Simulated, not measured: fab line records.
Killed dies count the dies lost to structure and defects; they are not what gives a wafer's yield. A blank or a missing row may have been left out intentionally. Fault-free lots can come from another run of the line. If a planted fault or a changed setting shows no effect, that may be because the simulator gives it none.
fab line records + flow gf180mcu
record
- lots=15
- wafers=45
- lastDay=34
route steps=602 shown V1@351 M2@366 V2@386
lots untouched by any fault: they come from a run of this same line in which no faults occurred
startH: start of the lot's first displayed wafer, in hours after the record's first day + waitH: time in hours since the lot's previous step + " as in the row above + L1.1+2: several wafers, shown together as one row + - value missing, or start not given + * or withheld: withheld + < > ~ a bound
route shown NAME@n: names a module that has steps shown in the file, with the first one's number in the route + usual: mean/standard deviation taken from wafers without a fault + same: alike in all rows + chamber/n: place in a boat + sites: the reading at each site + _std_site: how widely they spread, as a standard deviation + _edge_site: inner sites' mean taken away from outer sites' mean + radiusMm: for every site, how far away it sits from the centre of the wafer + mask NAME#n: copy n + behind: tool/chamber where the wafer was last shaped + hold: why the lot was held/for how many hours/how that ended + device: the n, p or np transistor that did not switch + end of line: tests of these same wafers at the route's end + a step without rows: its recipe alone + killed: dies lost to structure and defects at the first sort, not the wafer's yield + map: the dies of a wafer, with x for killed, . for not killed, _ for no die there
set.NAME: the setting the step ran with; set.NAME@STEP: the setting that earlier step ran with + model.NAME: the simulator's own value behind a step, which no gauge read
the route's steps for a sample of lots (tables are steps, rows are wafers)
services: when a tool's chamber went out of use (startH, in hours from the record's first day, below 0 if earlier), for how many hours, and the reason
## steps
# step GF_V1_ETCH_16
# recipe
- chemistry=N2/H2
- targetDepthA=withheld
- overetchA=withheld
- timeS=withheld
- target=BARC
- ionEnergyEv=200
- sourceW=500
- biasW=100
- pressureMtorr=30
- n2FlowSccm=100
- h2FlowSccm=200
# usual
- drypumpMotorCurrentA=5.6/0.47
- oesProductAu=0.855/0.0048
- throttleValvePct=13.224/0.0085
| lot.wafer | tool       | chamber | startH | waitH | drypumpMotorCurrentA | oesProductAu | throttleValvePct |
|-----------|------------|---------|--------|-------|----------------------|--------------|------------------|
| L293.2    | rieDiel-01 | 3       | 424.81 | 0.0   | 6.0                  | 0.859        | 13.227           |
| L293.3    | "          | 1       | "      | "     | 5.2                  | 0.849        | 13.233           |
| L293.4    | "          | 2       | "      | "     | 4.9                  | 0.843        | 13.218           |
| L296.1    | rieDiel-02 | 0       | 449.29 | 0.0   | 6.4                  | 0.857        | 13.220           |
| L296.3    | "          | 3       | "      | "     | 5.8                  | 0.849        | 13.229           |
| L296.5    | "          | 3       | "      | "     | 5.9                  | 0.851        | 13.213           |
| L297.2    | rieDiel-02 | 1       | 454.14 | 0.0   | 5.6                  | 0.859        | 13.221           |
| L297.4    | "          | 2       | "      | "     | 6.0                  | 0.860        | 13.231           |
| L297.6    | "          | 1       | "      | "     | 5.6                  | 0.853        | 13.213           |
| L299.1    | rieDiel-03 | 1       | 480.41 | 0.0   | 4.7                  | 0.853        | 13.228           |
| L299.3    | "          | 0       | "      | "     | 5.5                  | 0.847        | 13.237           |
| L299.5    | "          | 2       | "      | "     | 5.6                  | 0.858        | 13.220           |
| L300.1    | rieDiel-01 | 1       | 482.94 | 0.0   | 5.2                  | 0.855        | 13.226           |
| L300.3    | "          | 0       | "      | "     | 5.9                  | 0.855        | 13.229           |
| L300.5    | "          | 0       | "      | "     | 5.9                  | 0.856        | 13.210           |
| L302.3    | rieDiel-01 | 0       | 507.89 | 0.0   | 5.9                  | 0.859        | 13.225           |
| L302.5    | "          | 0       | "      | "     | 5.8                  | 0.843        | 13.213           |
| L302.6    | "          | 3       | "      | "     | 6.0                  | 0.854        | 13.235           |
| L303.1    | rieDiel-01 | 0       | 510.97 | 0.0   | 5.8                  | 0.858        | 13.231           |
| L303.4    | "          | 3       | "      | "     | 6.0                  | 0.851        | 13.230           |
| L303.6    | "          | 1       | "      | "     | 5.2                  | 0.849        | 13.226           |
| L304.2    | rieDiel-02 | 0       | 521.61 | 0.0   | 6.4                  | 0.860        | 13.218           |
| L304.4    | "          | 3       | "      | "     | 5.8                  | 0.863        | 13.229           |
| L304.5    | "          | 1       | "      | "     | 5.6                  | 0.854        | 13.227           |
| L305.1    | rieDiel-01 | 0       | 527.91 | 0.0   | 5.8                  | 0.856        | 13.239           |
| L305.2    | "          | 3       | "      | "     | 6.0                  | 0.849        | 13.228           |
| L305.3    | "          | 1       | "      | "     | 5.2                  | 0.853        | 13.219           |
| L307.2    | rieDiel-02 | 2       | 544.96 | 0.0   | 6.0                  | 0.850        | 13.216           |
| L307.4    | "          | 3       | "      | "     | 5.8                  | 0.854        | 13.222           |
| L307.6    | "          | 2       | "      | "     | 6.0                  | 0.854        | 13.218           |
| L311.2    | rieDiel-03 | 0       | 586.61 | 0.0   | 5.5                  | 0.854        | 13.213           |
| L311.3    | "          | 3       | "      | "     | 5.2                  | 0.853        | 13.222           |
| L311.6    | "          | 2       | "      | "     | 5.5                  | 0.848        | 13.241           |
| L312.3    | rieDiel-02 | 0       | 589.26 | 0.0   | 6.4                  | 0.860        | 13.231           |
| L312.4    | "          | 1       | "      | "     | 5.6                  | 0.859        | 13.225           |
| L312.6    | "          | 2       | "      | "     | 6.0                  | 0.868        | 13.227           |
| L313.1    | rieDiel-03 | 1       | 597.46 | 0.0   | 4.7                  | 0.852        | 13.229           |
| L313.2    | "          | 3       | "      | "     | 5.2                  | 0.851        | 13.220           |
| L313.3    | "          | 0       | "      | "     | 5.5                  | 0.857        | 13.226           |
| L315.2    | rieDiel-01 | 1       | 606.11 | 0.0   | 5.2                  | 0.860        | 13.242           |
| L315.4    | "          | 1       | "      | "     | 5.2                  | 0.859        | 13.232           |
| L315.6    | "          | 0       | "      | "     | 5.8                  | 0.850        | 13.234           |
| L314.2    | rieDiel-02 | 2       | 607.81 | 0.0   | 6.0                  | 0.865        | 13.212           |
| L314.4    | "          | 3       | "      | "     | 5.9                  | 0.863        | 13.222           |
| L314.5    | "          | 0       | "      | "     | 6.4                  | 0.851        | 13.216           |
# step GF_M2_SPUTTER_04
# recipe
- material=TiN
- targetThkNm=50
- powerW=6500
- timeS=41.7
- chamberPressurePa=0.4
# usual
- throttleValvePct=30.4/1
| lot.wafer | tool          | chamber | startH | waitH | throttleValvePct |
|-----------|---------------|---------|--------|-------|------------------|
| L293.2    | pvdSputter-02 | -       | 426.46 | 0.0   | 30.1             |
| L293.3    | "             | -       | "      | "     | 29.9             |
| L293.4    | "             | -       | "      | "     | 30.9             |
| L296.1    | pvdSputter-02 | -       | 450.83 | 0.0   | 30.3             |
| L296.3    | "             | -       | "      | "     | 30.8             |
| L296.5    | "             | -       | "      | "     | 30.2             |
| L297.2    | pvdSputter-02 | -       | 455.79 | 0.0   | 29.7             |
| L297.4    | "             | -       | "      | "     | 31.1             |
| L297.6    | "             | -       | "      | "     | 29.5             |
| L299.1    | pvdSputter-01 | -       | 481.95 | 0.0   | 31.4             |
| L299.3    | "             | -       | "      | "     | 28.8             |
| L299.5    | "             | -       | "      | "     | 31.5             |
| L300.1    | pvdSputter-01 | -       | 484.47 | 0.0   | 29.0             |
| L300.3    | "             | -       | "      | "     | 30.0             |
| L300.5    | "             | -       | "      | "     | 29.6             |
| L302.3    | pvdSputter-04 | -       | 509.45 | 0.0   | 31.5             |
| L302.5    | "             | -       | "      | "     | 33.0             |
| L302.6    | "             | -       | "      | "     | 29.4             |
| L303.1    | pvdSputter-02 | -       | 512.58 | 0.0   | 30.5             |
| L303.4    | "             | -       | "      | "     | 29.8             |
| L303.6    | "             | -       | "      | "     | 30.1             |
| L304.2    | pvdSputter-02 | -       | 523.14 | 0.0   | 29.5             |
| L304.4    | "             | -       | "      | "     | 30.3             |
| L304.5    | "             | -       | "      | "     | 29.6             |
| L305.1    | pvdSputter-02 | -       | 529.44 | 0.0   | 30.4             |
| L305.2    | "             | -       | "      | "     | 30.9             |
| L305.3    | "             | -       | "      | "     | 29.7             |
| L307.2    | pvdSputter-02 | -       | 546.49 | 0.0   | 30.9             |
| L307.4    | "             | -       | "      | "     | 29.7             |
| L307.6    | "             | -       | "      | "     | 30.8             |
| L311.2    | pvdSputter-02 | -       | 588.25 | 0.0   | 29.8             |
| L311.3    | "             | -       | "      | "     | 29.9             |
| L311.6    | "             | -       | "      | "     | 31.0             |
| L312.3    | pvdSputter-01 | -       | 590.94 | 0.0   | 31.3             |
| L312.4    | "             | -       | "      | "     | 31.7             |
| L312.6    | "             | -       | "      | "     | 29.6             |
| L313.1    | pvdSputter-01 | -       | 598.99 | 0.0   | 30.1             |
| L313.2    | "             | -       | "      | "     | 28.8             |
| L313.3    | "             | -       | "      | "     | 31.1             |
| L315.2    | pvdSputter-02 | -       | 607.75 | 0.0   | 29.7             |
| L315.4    | "             | -       | "      | "     | 29.8             |
| L315.6    | "             | -       | "      | "     | 29.6             |
| L314.2    | pvdSputter-01 | -       | 609.53 | 0.0   | 30.1             |
| L314.4    | "             | -       | "      | "     | 28.9             |
| L314.5    | "             | -       | "      | "     | 29.5             |
# step GF_M2_PEB_12
# recipe
- pebTempC=135
- pebTimeS=90
- resist=KrF
# usual
- chillPlateTempC=22.99/0.096
- exhaustPa=45.2/0.95
| lot.wafer | tool          | chamber | startH | waitH | chillPlateTempC | exhaustPa |
|-----------|---------------|---------|--------|-------|-----------------|-----------|
| L293.2    | lithoTrack-04 | 0       | 450.61 | -     | 23.05           | 45.3      |
| L293.3    | "             | 0       | "      | "     | 22.87           | 44.0      |
| L293.4    | "             | 0       | "      | "     | 23.04           | 43.0      |
| L296.1    | lithoTrack-04 | 0       | 474.43 | -     | 22.98           | 44.6      |
| L296.3    | "             | 0       | "      | "     | 22.99           | 43.8      |
| L296.5    | "             | 0       | "      | "     | 22.86           | 44.5      |
| L297.2    | lithoTrack-01 | 0       | 479.53 | -     | 23.02           | 45.4      |
| L297.4    | "             | 0       | "      | "     | 23.13           | 45.5      |
| L297.6    | "             | 0       | "      | "     | 22.95           | 45.6      |
| L299.1    | lithoTrack-01 | 0       | 504.85 | -     | 23.06           | 45.1      |
| L299.3    | "             | 0       | "      | "     | 22.96           | 46.4      |
| L299.5    | "             | 0       | "      | "     | 22.87           | 45.0      |
| L300.1    | lithoTrack-01 | 0       | 507.80 | -     | 23.04           | 43.9      |
| L300.3    | "             | 0       | "      | "     | 23.01           | 43.7      |
| L300.5    | "             | 0       | "      | "     | 22.91           | 44.3      |
| L302.3    | lithoTrack-01 | 0       | 532.02 | -     | 22.97           | 44.0      |
| L302.5    | "             | 0       | "      | "     | 23.07           | 43.4      |
| L302.6    | "             | 0       | "      | "     | 22.97           | 44.7      |
| L303.1    | lithoTrack-02 | -       | 535.48 | -     | -               | -         |
| L303.4    | "             | -       | "      | "     | -               | -         |
| L303.6    | "             | -       | "      | "     | -               | -         |
| L304.2    | lithoTrack-04 | -       | 545.46 | -     | -               | -         |
| L304.4    | "             | -       | "      | "     | -               | -         |
| L304.5    | "             | -       | "      | "     | -               | -         |
| L305.1    | lithoTrack-04 | -       | 551.63 | -     | -               | -         |
| L305.2    | "             | -       | "      | "     | -               | -         |
| L305.3    | "             | -       | "      | "     | -               | -         |
| L307.2    | lithoTrack-02 | 0       | 567.51 | -     | 23.00           | 44.5      |
| L307.4    | "             | 0       | "      | "     | 22.83           | 44.9      |
| L307.6    | "             | 0       | "      | "     | 22.92           | 43.7      |
| L311.2    | lithoTrack-02 | 0       | 609.21 | -     | 22.89           | 45.6      |
| L311.3    | "             | 0       | "      | "     | 22.89           | 45.0      |
| L311.6    | "             | 0       | "      | "     | 22.92           | 46.8      |
| L312.3    | lithoTrack-04 | 0       | 612.24 | -     | 22.92           | 45.8      |
| L312.4    | "             | 0       | "      | "     | 22.88           | 45.7      |
| L312.6    | "             | 0       | "      | "     | 23.07           | 45.7      |
| L313.1    | lithoTrack-01 | 0       | 619.40 | -     | 22.99           | 45.4      |
| L313.2    | "             | 0       | "      | "     | 22.91           | 46.6      |
| L313.3    | "             | 0       | "      | "     | 23.09           | 45.5      |
| L315.2    | lithoTrack-02 | 0       | 627.76 | -     | 23.04           | 45.5      |
| L315.4    | "             | 0       | "      | "     | 23.08           | 45.4      |
| L315.6    | "             | 0       | "      | "     | 22.80           | 44.6      |
| L314.2    | lithoTrack-02 | 0       | 629.66 | -     | 23.07           | 45.6      |
| L314.4    | "             | 0       | "      | "     | 22.98           | 44.7      |
| L314.5    | "             | 0       | "      | "     | 22.82           | 45.7      |
# step GF_V2_CMP_04
# recipe
- material=SiO2
- downForcePsi=4
- platenRpm=60
- padVelocityMS=0.94248
# usual
- motorCurrentA=11.4/1.5
- platenRpm=59.99/0.048
- timeToEndpointS=80/6.6
| lot.wafer | tool   | chamber | startH | waitH | motorCurrentA | platenRpm | timeToEndpointS |
|-----------|--------|---------|--------|-------|---------------|-----------|-----------------|
| L293.2    | cmp-02 | 2       | 452.04 | 0.0   | 10.1          | 60.04     | 76              |
| L293.4    | "      | 0       | "      | "     | 13.5          | 59.96     | 83              |
| L293.3    | "      | 1       | "      | "     | 12.7          | 60.00     | 84              |
| L296.1    | cmp-01 | 1       | 475.94 | 0.1   | 9.7           | 60.04     | 76              |
| L296.3    | "      | 3       | "      | "     | 10.7          | 59.97     | 69              |
| L296.5    | "      | 0       | "      | "     | 12.9          | 59.88     | 79              |
| L297.4    | cmp-02 | 1       | 480.93 | 0.0   | 12.8          | 60.01     | 86              |
| L297.2    | "      | 0       | "      | "     | 13.0          | 59.94     | 81              |
| L297.6    | "      | 1       | "      | "     | 12.8          | 59.97     | 82              |
| L299.3    | cmp-02 | 1       | 506.47 | 0.2   | 12.0          | 60.02     | 85              |
| L299.1    | "      | 2       | "      | "     | 9.9           | 59.97     | 80              |
| L299.5    | "      | 0       | "      | "     | 13.2          | 59.99     | 90              |
| L300.1    | cmp-02 | 2       | 509.41 | 0.1   | 10.3          | 60.07     | 81              |
| L300.3    | "      | 0       | "      | "     | 12.7          | 60.00     | 77              |
| L300.5    | "      | 1       | "      | "     | 13.7          | 60.04     | 84              |
| L302.3    | cmp-02 | 2       | 533.53 | 0.2   | 9.6           | 60.01     | 82              |
| L302.5    | "      | 0       | "      | "     | 13.2          | 60.05     | 84              |
| L302.6    | "      | 1       | "      | "     | 12.7          | 60.07     | 86              |
| L307.2    | cmp-01 | 0       | 568.91 | 0.0   | 12.9          | 59.99     | 84              |
| L307.4    | "      | 3       | "      | "     | 10.4          | 59.98     | 79              |
| L307.6    | "      | 1       | "      | "     | 9.5           | 59.94     | 91              |
| L311.2    | cmp-01 | 0       | 610.79 | 0.1   | 12.3          | 59.86     | 69              |
| L311.3    | "      | 1       | "      | "     | 9.5           | 59.99     | 76              |
| L311.6    | "      | 3       | "      | "     | 10.9          | 59.99     | 69              |
| L312.4    | cmp-02 | 0       | 613.74 | 0.0   | 12.9          | 60.04     | 79              |
| L312.3    | "      | 3       | "      | "     | 10.2          | 60.08     | 76              |
| L312.6    | "      | 0       | "      | "     | 13.3          | 60.00     | 80              |
| L313.3    | cmp-02 | 0       | 620.88 | 0.1   | 13.6          | 60.04     | 72              |
| L313.1    | "      | 1       | "      | "     | 13.7          | 59.97     | 64              |
| L313.2    | "      | 2       | "      | "     | 9.8           | 59.91     | 69              |
| L315.4    | cmp-02 | 3       | 629.16 | 0.0   | 10.2          | 59.86     | 84              |
| L315.2    | "      | 0       | "      | "     | 13.0          | 60.09     | 68              |
| L315.6    | "      | 3       | "      | "     | 10.0          | 59.97     | 84              |
| L314.4    | cmp-01 | 2       | 631.11 | 0.1   | 10.3          | 59.97     | 79              |
| L314.2    | "      | 3       | "      | "     | 10.5          | 59.92     | 74              |
| L314.5    | "      | 1       | "      | "     | 9.5           | 60.00     | 77              |
## services
| tool          | chamber | startH | hours | kind   |
|---------------|---------|--------|-------|--------|
| rieDiel-03    | 0       | 402.66 | 8.2   | repair |
| cmp-01        | -       | 404.00 | 4.0   | pm     |
| cmp-01        | -       | 414.05 | 0.5   | repair |
| cmp-02        | -       | 417.43 | 0.7   | repair |
| rieDiel-01    | 3       | 425.54 | 2.6   | repair |
| pvdSputter-01 | -       | 426.56 | 1.4   | repair |
| pvdSputter-02 | -       | 427.17 | 1.0   | repair |
| cmp-01        | -       | 440.54 | 4.4   | repair |
| cmp-01        | -       | 444.98 | 4.9   | pm     |
| cmp-02        | -       | 455.27 | 5.7   | pm     |
| cmp-02        | -       | 460.98 | 5.7   | pm     |
| rieDiel-03    | 0       | 482.73 | 7.4   | repair |
| cmp-01        | -       | 494.53 | 3.4   | repair |
| rieDiel-02    | 2       | 536.83 | 2.7   | repair |
| rieDiel-01    | 2       | 537.19 | 6.6   | repair |
| pvdSputter-02 | -       | 554.99 | 1.7   | repair |
| pvdSputter-01 | -       | 563.03 | 2.9   | repair |
| cmp-02        | -       | 572.00 | 4.0   | pm     |
| rieDiel-01    | 3       | 573.04 | 1.5   | repair |
| rieDiel-01    | 2       | 581.43 | 6.8   | repair |
| rieDiel-03    | -       | 599.83 | 14.6  | pm     |
| rieDiel-01    | 3       | 602.29 | 7.6   | repair |
| pvdSputter-01 | -       | 618.58 | 1.8   | repair |
| pvdSputter-02 | -       | 620.00 | 19.6  | repair |
## key
firstSign
- step=GF_M2_PEB_12
- reading=toolRecord
- direction=missing
effect none on later readings
metAt GF_M2_PEB_12
struckLots L303,L304,L305
laterRowsLeftOut L303.1,L303.4,L303.6,L304.2,L304.4,L304.5,L305.1,L305.2,L305.3
sortLeftOut L303.1,L303.4,L303.6,L304.2,L304.4,L304.5,L305.1,L305.2,L305.3
notActingAt GF_V1_ETCH_16,GF_M2_SPUTTER_04,GF_V2_CMP_04
onsetBetween 474.43 535.48
fault
- kind=skippedStepWhole
- tool=lithoTrack-02,lithoTrack-04
- chamber=-
- onsetH=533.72
- steps=GF_M2_PEB_12
- scope=struckLotsOnly
# sortLeftOut: the simulated sort isn't trusted on such a fault, so these wafers' sort isn't shown, and their yield isn't known
# laterRowsLeftOut: the simulator's readings of these wafers behind a module that went badly wrong aren't trusted and aren't shown, but for the sort
